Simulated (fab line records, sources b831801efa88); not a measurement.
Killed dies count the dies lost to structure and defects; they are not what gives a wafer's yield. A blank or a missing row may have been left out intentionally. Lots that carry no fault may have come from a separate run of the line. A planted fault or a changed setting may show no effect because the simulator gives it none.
What tool caused it? ; flow sky130 ; 12 lots, 36 wafers sampled, at 5 steps of a route of 708

== WHAT THE GAUGES READ, wafer by wafer ==
SKY_POLY_GATE_OVL_MEAS_14. Usual: POLY_GATE_OVL gives -4 nm (standard deviation 6.5).
lot;measured;on;POLY_GATE_OVL (nm);flag
L647;day 16 04:11;overlay-02;-2 4 -2;
L649;day 17 04:38;overlay-02;-4 0 -6;
L650;day 17 07:53;overlay-01;-14 -6 -9;
L651;day 17 14:31;overlay-02;-4 5 1;
L653;day 18 18:05;overlay-01;-5 -11 -4;
L654;day 19 14:07;overlay-02;-1 0 -5;
L656;day 20 15:55;overlay-01;-11 -7 -6;
L658;day 21 00:10;overlay-01;-8 -6 -11;
L657;day 21 01:10;overlay-02;7 -2 9;
L659;day 21 04:52;overlay-01;-10 -10 -8;
L668;day 23 23:35;overlay-02;0 -4 -6;
L667;day 24 01:09;overlay-02;-5 4 -3;

SKY_LDD_HVN_TW_MEAS_10. Usual: LDD_HVN_TW gives 1442 (standard deviation 11).
lot;measured;on;LDD_HVN_TW;flag
L647;day 20 02:04;film metro-03;1446 1443 1450;
L649;day 21 02:44;film metro-01;1440 1443 1446;
L650;day 21 07:20;film metro-03;1458 1461 1462;
L651;day 21 13:35;film metro-04;1438 1437 1435;
L653;day 22 16:50;film metro-03;1457 1457 1460;
L654;day 23 13:30;film metro-01;1441 1458 1453;
L656;day 24 14:06;film metro-03;1448 1446 1451;
L658;day 24 22:20;film metro-03;1445 1447 1456;
L657;day 24 23:14;film metro-01;1445 1445 1440;
L659;day 25 02:07;film metro-01;1797 1810 1806;OFF
L668;day 27 19:08;film metro-04;1428 1427 1431;
L667;day 27 20:04;film metro-04;1792 1785 1788;OFF

== EACH LOT AND THE TOOL THAT RAN IT (in order: tool; ch and the chambers of the sampled wafers; start) ==
lot;SKY_POLY_GATE_STRIP_18;SKY_LDD_P_STRIP_10;SKY_LDD_HVN_IMPLANT_08
L647;plasma asher-03 ch 0,1, day 16 04:27;plasma asher-04 ch 0,1, day 18 18:54;implanter-01 ch 0, day 20 01:50
L649;plasma asher-03 ch 0,1, day 17 04:55;plasma asher-04 ch 0,1, day 19 19:48;implanter-01 ch 0, day 21 02:29
L650;plasma asher-04 ch 0,1, day 17 08:09;plasma asher-04 ch 0,1, day 20 00:44;implanter-03 ch 0, day 21 07:05
L651;plasma asher-02 ch 0,1, day 17 14:47;plasma asher-01 ch 0,1, day 20 06:22;implanter-02 ch 0, day 21 13:20
L653;plasma asher-03 ch 0,1, day 18 18:21;plasma asher-01 ch 0,1, day 21 09:52;implanter-02 ch 0, day 22 16:35
L654;plasma asher-04 ch 0,1, day 19 14:25;plasma asher-01 ch 0,1, day 22 06:42;implanter-01 ch 0, day 23 13:17
L656;plasma asher-03 ch 0,1, day 20 16:13;plasma asher-03 ch 0,1, day 23 07:59;implanter-03 ch 0, day 24 13:54
L658;plasma asher-02 ch 0, day 21 00:26;plasma asher-01 ch 0,1, day 23 15:57;implanter-01 ch 0, day 24 22:07
L657;plasma asher-04 ch 0,1, day 21 01:26;plasma asher-04 ch 0,1, day 23 17:37;implanter-02 ch 0, day 24 23:01
L659;plasma asher-03 ch 0,1, day 21 05:08;plasma asher-01 ch 0,1, day 23 19:40;implanter-02 ch 0, day 25 01:32
L668;plasma asher-04 ch 0,1, day 23 23:52;plasma asher-03 ch 0,1, day 26 13:55;implanter-03 ch 0, day 27 18:53
L667;plasma asher-03 ch 0,1, day 24 01:26;plasma asher-04 ch 0,1, day 26 14:38;implanter-02 ch 0, day 27 19:32
- SKY_POLY_GATE_STRIP_18: strips in O2/N2.
- SKY_LDD_P_STRIP_10: strips in O2/N2.
- SKY_LDD_HVN_IMPLANT_08

== AS READ BY THE TOOLS THEMSELVES (means over the sampled wafers that have a number; for cases with no such wafer, the mark the record gives instead) ==
SKY_POLY_GATE_STRIP_18. Usual: drypump motor current A 5.5 A, standard deviation 0.47; oes product au 0.361 a.u., standard deviation 0.005; strip time to endpoint s 3.17 s, standard deviation 0.04.
lot;tool;drypump motor current A (A);oes product au (a.u.);strip time to endpoint s (s);flag
L647;plasma asher-03;5.3;0.359;3.12;
L649;plasma asher-03;5.1;0.360;3.21;
L650;plasma asher-04;5.4;0.357;3.16;
L651;plasma asher-02;5.6;0.363;3.16;
L653;plasma asher-03;5.2;0.359;3.15;
L654;plasma asher-04;5.9;0.362;3.22;
L656;plasma asher-03;5.1;0.365;3.21;
L658;plasma asher-02;5.7;0.359;3.18;
L657;plasma asher-04;5.4;0.359;3.19;
L659;plasma asher-03;5.1;0.360;3.20;
L668;plasma asher-04;5.8;0.360;3.14;
L667;plasma asher-03;5.3;0.364;3.16;

SKY_LDD_P_STRIP_10. Usual: drypump motor current A 5.4 A, standard deviation 0.39; oes product au 0.715 a.u., standard deviation 0.0041; strip time to endpoint s 14.20 s, standard deviation 0.037.
lot;tool;drypump motor current A (A);oes product au (a.u.);strip time to endpoint s (s);flag
L647;plasma asher-04;5.8;0.716;14.23;
L649;plasma asher-04;5.9;0.715;14.16;
L650;plasma asher-04;5.4;0.717;14.24;
L651;plasma asher-01;5.5;0.714;14.19;
L653;plasma asher-01;5.5;0.714;14.18;
L654;plasma asher-01;5.6;0.713;14.21;
L656;plasma asher-03;5.3;0.711;14.13;
L658;plasma asher-01;5.5;0.718;14.24;
L657;plasma asher-04;5.8;0.716;14.25;
L659;plasma asher-01;5.5;0.715;14.14;
L668;plasma asher-03;5.1;0.718;14.24;
L667;plasma asher-04;5.9;0.713;14.24;

== THE ANSWER, worked out from the rows above alone ==
Rule: a lot counts as off when the mean over its wafers that have a number is more than 3 standard deviations away from the usual mean. Also off: a lot with no number at a reading for which 4 or more lots have one. Any other lot the step has rows for is counted as sound. First the gauges in route order, then the tools' own readings, where a lot's mean is used as printed above. The first step at which some lot is off is used, and at that step the reading that is off furthest; a lot without a number counts as furthest.
Off: L659, L667, at SKY_LDD_HVN_TW_MEAS_10 (LDD_HVN_TW).
If a tool, at a process step before that reading, ran all the lots that are off and no sound lot after the first of them, it fits. Gauges at SKY_LDD_HVN_TW_MEAS_10: tried the same way as those tools. This does not decide it: 2 tools fit, namely plasma asher-03 at SKY_POLY_GATE_STRIP_18 and implanter-02 at SKY_LDD_HVN_IMPLANT_08.

== WHAT WAS PUT IN BY THE SIMULATOR ==
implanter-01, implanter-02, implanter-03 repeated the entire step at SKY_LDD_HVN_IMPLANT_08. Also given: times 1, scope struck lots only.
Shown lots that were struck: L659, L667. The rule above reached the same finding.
